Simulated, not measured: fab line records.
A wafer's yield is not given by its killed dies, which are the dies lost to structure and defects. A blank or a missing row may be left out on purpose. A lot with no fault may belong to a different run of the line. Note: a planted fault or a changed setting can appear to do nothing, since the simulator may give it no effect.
Split-lot experiment | flow gf180mcu | 23 wafers read from 5 lots, route of 602 steps

== SPLIT DETAILS ==
At GF_DNWELL_COAT_02 (resist thk 3000 nm), the setting spin rpm was moved away from the recipe's 2000 rpm on 8 of the 23 wafers read, by -5.1% to +2.1%. The other wafers ran this setting at the recipe's value.

Reading taken at the split's own step.

== THE READING ==
coat_of_DNWELL_COAT_02.thk nm (the simulator's own value, which no gauge read), in nm, at GF_DNWELL_COAT_02 (resist thk 3000 nm). The file does not state a usual value for it. The 15 wafers here that ran the recipe average 3007 nm, standard deviation 5.4 nm.

wafer  | tool, chamber at the split | spin rpm as run, rpm | against the recipe | coat_of_DNWELL_COAT_02.thk nm, nm | against lot-mates on the recipe
L074.1 | litho track-03, 0          | 2000                 | recipe             | 3005                              | -
L074.3 | litho track-03, 0          | 2000                 | recipe             | 3011                              | -
L074.4 | litho track-03, 0          | 2000                 | recipe             | 2999                              | -
L074.5 | litho track-03, 0          | 2000                 | recipe             | 3007                              | -
L074.6 | litho track-03, 0          | 2000                 | recipe             | 3009                              | -
L076.1 | litho track-03, 0          | 2000                 | recipe             | 3006                              | -
L076.2 | litho track-03, 0          | 1897                 | -5.1%              | 3091                              | +88
L076.4 | litho track-03, 0          | 1897                 | -5.1%              | 3086                              | +83
L076.5 | litho track-03, 0          | 2000                 | recipe             | 3000                              | -
L076.6 | litho track-03, 0          | 1897                 | -5.1%              | 3085                              | +82
L077.1 | litho track-03, 0          | 2042                 | +2.1%              | 2974                              | -39
L077.2 | litho track-03, 0          | 2000                 | recipe             | 3017                              | -
L077.3 | litho track-03, 0          | 2042                 | +2.1%              | 2976                              | -37
L077.4 | litho track-03, 0          | 2000                 | recipe             | 3012                              | -
L077.5 | litho track-03, 0          | 2000                 | recipe             | 3011                              | -
L079.1 | litho track-03, 0          | 2000                 | recipe             | 3013                              | -
L079.2 | litho track-03, 0          | 2000                 | recipe             | 3005                              | -
L079.5 | litho track-03, 0          | 2000                 | recipe             | 3009                              | -
L082.1 | litho track-04, 0          | 2000                 | recipe             | 3000                              | -
L082.2 | litho track-04, 0          | 1944                 | -2.8%              | 3038                              | +38
L082.5 | litho track-04, 0          | 1944                 | -2.8%              | 3038                              | +38
L082.4 | litho track-04, 0          | 2000                 | recipe             | 2999                              | -
L082.6 | litho track-04, 0          | 1944                 | -2.8%              | 3049                              | +50

FIT RESULTS
A straight line over all 23 wafers: coat_of_DNWELL_COAT_02.thk nm changes by -15 nm for each +1% of spin rpm; r = -0.98; the points scatter about the line by 5.9 nm.
The same after taking each lot's own level away (the mean of its wafers on the recipe; 23 wafers): -16.4 nm for each +1%; r = -0.99; scatter 3.9 nm.
On that fit, the largest move of spin rpm shifts the reading by 84 nm.
Across the lots, their own levels run from 2999.5 to 3013.3 nm, a range of 2.6 times the standard deviation given above.
So the lot-to-lot level changes the slope little: the two slopes agree.
Check: +82.2 nm against its lot-mates is what the line predicts for one of the wafers moved furthest among these (-5.1%) when that wafer is left out of the fit. Against them it came out at +88 nm.

== THE OTHER SPLITS THESE WAFERS WENT THROUGH ==
Other splits were also applied to these wafers ahead of the reading. Each is held against what the fit with the lots' levels taken away leaves over:
other split on the same wafers | wafers away from the commonest value | r with coat_of_DNWELL_COAT_02.thk nm (lot level and that fit taken away)
GF_STI_CVD_03 pressure mtorr   | 15                                   | -0.12

== THE WHOLE CHAIN: every reading that the file lists as answering this split, in the file's order ==
step               | what it does       | reading                                                                        | change (the file's fit)              | r (the file's)
GF_DNWELL_COAT_02  | resist thk 3000 nm | coat_of_DNWELL_COAT_02.thk nm (the simulator's own value, which no gauge read) | -16.4 nm for each +1% of the setting | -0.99
GF_DNWELL_STRIP_08 | strips in O2/N2    | strip time to endpoint s                                                       | withheld for each +1% of the setting | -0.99

== THE FILE'S OWN FIT ==
coat_of_DNWELL_COAT_02.thk nm changes by -16.4 nm for each +1% of spin rpm, r = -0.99.
